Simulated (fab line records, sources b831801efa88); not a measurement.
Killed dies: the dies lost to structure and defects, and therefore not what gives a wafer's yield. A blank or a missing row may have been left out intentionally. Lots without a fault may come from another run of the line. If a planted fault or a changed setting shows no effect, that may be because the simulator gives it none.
Which tool did it? :: flow sky130 :: 21 wafers sampled from 7 lots at 1 step of a route of 708

WHAT THE GAUGES READ, wafer by wafer
SKY_NWELL_RS_MEAS_31: measurement is done with a four-point probe.
lot: L282
measured: day 5 09:50
on: film_metro-01
PWDE_RS (ohm/sq): 5279 5283 5261

lot: L285
measured: day 6 03:26
on: film_metro-04
PWDE_RS (ohm/sq): 5278 5285 5266

lot: L287
measured: day 6 20:35
on: film_metro-04
PWDE_RS (ohm/sq): 5252 5269 5263

lot: L290
measured: day 7 10:17
on: film_metro-01
PWDE_RS (ohm/sq): 5255 5261 5256

lot: L292
measured: day 7 22:54
on: film_metro-03
PWDE_RS (ohm/sq): 5290 5277 5295

lot: L300
measured: day 11 12:34
on: film_metro-03
PWDE_RS (ohm/sq): 5287 5284 5278

lot: L301
measured: day 11 12:54
on: film_metro-04
PWDE_RS (ohm/sq): 5268 5295 5290

WHICH TOOL RAN EACH LOT (tool, then ch and the chambers of the sampled wafers, then the start)
There is no process step in the record ahead of these readings.

THE ANSWER, worked out from the rows above alone
Rule: what is usual is taken from the lots themselves. The widest of any qualifying gaps counts: lots, ordered by their means at a reading, are off when they make up no more than a third of the lots, leave a main group of 4 or more, and stand apart from it by 3 or more times the standard deviation of that group's means. If all means in a main group match to the digits the tables above print for the reading, that group is not used. A lot without any number at a reading at which 4 lots or more have one is off too. The other lots that the step has rows for count as sound.
No lot is off at any reading shown: from this, nothing can be told.

WHAT WAS PUT IN BY THE SIMULATOR
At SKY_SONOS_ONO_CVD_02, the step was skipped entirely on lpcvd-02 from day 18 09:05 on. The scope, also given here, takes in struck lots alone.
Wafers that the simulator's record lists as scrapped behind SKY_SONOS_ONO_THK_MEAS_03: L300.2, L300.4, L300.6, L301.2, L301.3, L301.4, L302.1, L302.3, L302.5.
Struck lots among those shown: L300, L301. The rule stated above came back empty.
